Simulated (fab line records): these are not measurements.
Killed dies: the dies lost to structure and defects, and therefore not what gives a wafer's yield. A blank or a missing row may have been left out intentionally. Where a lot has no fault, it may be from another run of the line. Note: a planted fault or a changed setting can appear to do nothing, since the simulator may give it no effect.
Chamber matching / flow sky130 / SKY_VIA3_CMP_02 on cmp-01 has 4 sister chambers
The step polishes SiO2. 8 wafers are shown with their chamber, then 7 later ones without.

== EACH WAFER AND ITS CHAMBER ==
wafer=L143.5; chamber=1; motor current A (A)=10.8; edge zone pressure frac=0.997
wafer=L144.3; chamber=1; motor current A (A)=10.5; edge zone pressure frac=1.001
wafer=L148.3; chamber=2; motor current A (A)=10.9; edge zone pressure frac=0.995
wafer=L150.1; chamber=0; motor current A (A)=12.5; edge zone pressure frac=0.999
wafer=L150.5; chamber=2; motor current A (A)=10.7; edge zone pressure frac=1.000
wafer=L150.6; chamber=3; motor current A (A)=12.6; edge zone pressure frac=1.001
wafer=L152.2; chamber=0; motor current A (A)=11.9; edge zone pressure frac=0.998
wafer=L152.3; chamber=3; motor current A (A)=13.0; edge zone pressure frac=0.996

== WAFERS WITHOUT THEIR CHAMBER ==
wafer=L152.6; motor current A (A)=13.3; edge zone pressure frac=1.003
wafer=L162.2; motor current A (A)=12.9; edge zone pressure frac=0.990
wafer=L162.3; motor current A (A)=10.5; edge zone pressure frac=1.002
wafer=L162.5; motor current A (A)=12.5; edge zone pressure frac=1.011
wafer=L163.1; motor current A (A)=12.6; edge zone pressure frac=0.989
wafer=L163.3; motor current A (A)=12.3; edge zone pressure frac=0.998
wafer=L163.5; motor current A (A)=10.2; edge zone pressure frac=0.996

== WHICH CHAMBER EACH ONE RAN IN ==
wafer=L152.6; from the rows above=can't be placed: 3 or 0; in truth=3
wafer=L162.2; from the rows above=can't be placed: 3 or 0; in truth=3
wafer=L162.3; from the rows above=can't be placed: 1 or 2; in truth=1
wafer=L162.5; from the rows above=can't be placed: 0 or 3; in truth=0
wafer=L163.1; from the rows above=can't be placed: 3 or 0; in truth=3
wafer=L163.3; from the rows above=can't be placed: 0 or 3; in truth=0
wafer=L163.5; from the rows above=can't be placed: 1 or 2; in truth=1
0 of 7 placed correctly. Can't be placed from these rows: 7 (the true chamber is among the candidates in 7). Placed wrongly: 0.
How it was worked out, from the rows above alone: a wafer's distance from a chamber is the root of the sum, over the readings, of the square of ((its reading less the chamber's mean) divided by the reading's scatter). The wafer belongs to the nearest chamber; if the next one is less than 2 further off, it can't be placed. The mean given for a chamber averages the wafers shown for that chamber. The scatter is the square root of a quotient: the sum, over the shown wafers, of each reading's squared deviation from its chamber's mean, divided by wafers minus chambers.
